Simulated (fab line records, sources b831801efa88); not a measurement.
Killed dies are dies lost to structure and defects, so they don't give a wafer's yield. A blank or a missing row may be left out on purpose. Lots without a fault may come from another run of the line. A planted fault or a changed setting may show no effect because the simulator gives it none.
Chamber matching | flow gf180mcu | GF_V4_ETCH_16 on rie_diel-01: 4 sister chambers
The step etches BARC in N2/H2. 16 wafers are shown with their chamber, then 8 later ones without.

WAFERS WITH THEIR CHAMBER
wafer  | chamber | drypump_motor_current_A (A) | throttle_valve_pct (%) | oes_product_au (a.u.)
L652.2 | 3       | 5.81                        | 13.229                 | 0.850
L652.3 | 2       | 5.53                        | 13.220                 | 0.860
L652.5 | 2       | 5.52                        | 13.229                 | 0.853
L655.4 | 1       | 5.52                        | 13.226                 | 0.856
L655.5 | 1       | 5.52                        | 13.219                 | 0.856
L655.6 | 2       | 5.56                        | 13.219                 | 0.849
L661.2 | 3       | 5.77                        | 13.232                 | 0.853
L661.3 | 1       | 5.51                        | 13.220                 | 0.857
L661.5 | 1       | 5.52                        | 13.231                 | 0.856
L662.3 | 2       | 5.53                        | 13.228                 | 0.844
L662.4 | 1       | 5.54                        | 13.216                 | 0.856
L662.6 | 2       | 5.56                        | 13.228                 | 0.843
L666.1 | 0       | 5.45                        | 13.215                 | 0.860
L666.3 | 2       | 5.54                        | 13.232                 | 0.861
L666.4 | 1       | 5.54                        | 13.248                 | 0.857
L667.1 | 1       | 5.53                        | 13.227                 | 0.849

SIGNATURES (means of the wafers above)
reading                 | chamber 0 | chamber 1 | chamber 2 | chamber 3 | scatter within a chamber
drypump_motor_current_A | 5.4500    | 5.5257    | 5.5400    | 5.7900    | 0.0157
throttle_valve_pct      | 13.21500  | 13.22671  | 13.22600  | 13.23050  | 0.00834
oes_product_au          | 0.86000   | 0.85529   | 0.85167   | 0.85150   | 0.00541
Rule: a wafer's distance from a chamber is the root of the sum, over the readings, of the square of ((its reading less the chamber's mean) divided by the reading's scatter). The wafer belongs to the nearest chamber; if the next one is less than 2 further off, it can't be placed. The scatter: the root of (the sum of the squares of (reading less its chamber's mean) over the shown wafers, divided by (wafers less chambers)).

WAFERS WITHOUT THEIR CHAMBER
wafer  | drypump_motor_current_A (A) | throttle_valve_pct (%) | oes_product_au (a.u.)
L667.2 | 5.53                        | 13.212                 | 0.854
L667.3 | 5.44                        | 13.221                 | 0.858
L671.3 | 5.82                        | 13.244                 | 0.850
L671.4 | 5.52                        | 13.220                 | 0.861
L671.6 | 5.79                        | 13.206                 | 0.851
L674.1 | 5.57                        | 13.221                 | 0.858
L674.2 | 5.50                        | 13.221                 | 0.854
L674.5 | 5.48                        | 13.226                 | 0.850

WHICH CHAMBER EACH WENT THROUGH
wafer  | from the rows above          | in truth
L667.2 | can't be placed: 1 or 2      | 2
L667.3 | 0                            | 0
L671.3 | 3                            | 3
L671.4 | can't be placed: 1 or 2      | 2
L671.6 | 3                            | 3
L674.1 | can't be placed: 2 or 1      | 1
L674.2 | can't be placed: 1 or 2 or 0 | 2
L674.5 | can't be placed: 0 or 1 or 2 | 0
Placed correctly: 3 of 8. Can't be placed from these rows: 5 (the true chamber is among the candidates in 5). Placed wrongly: 0.
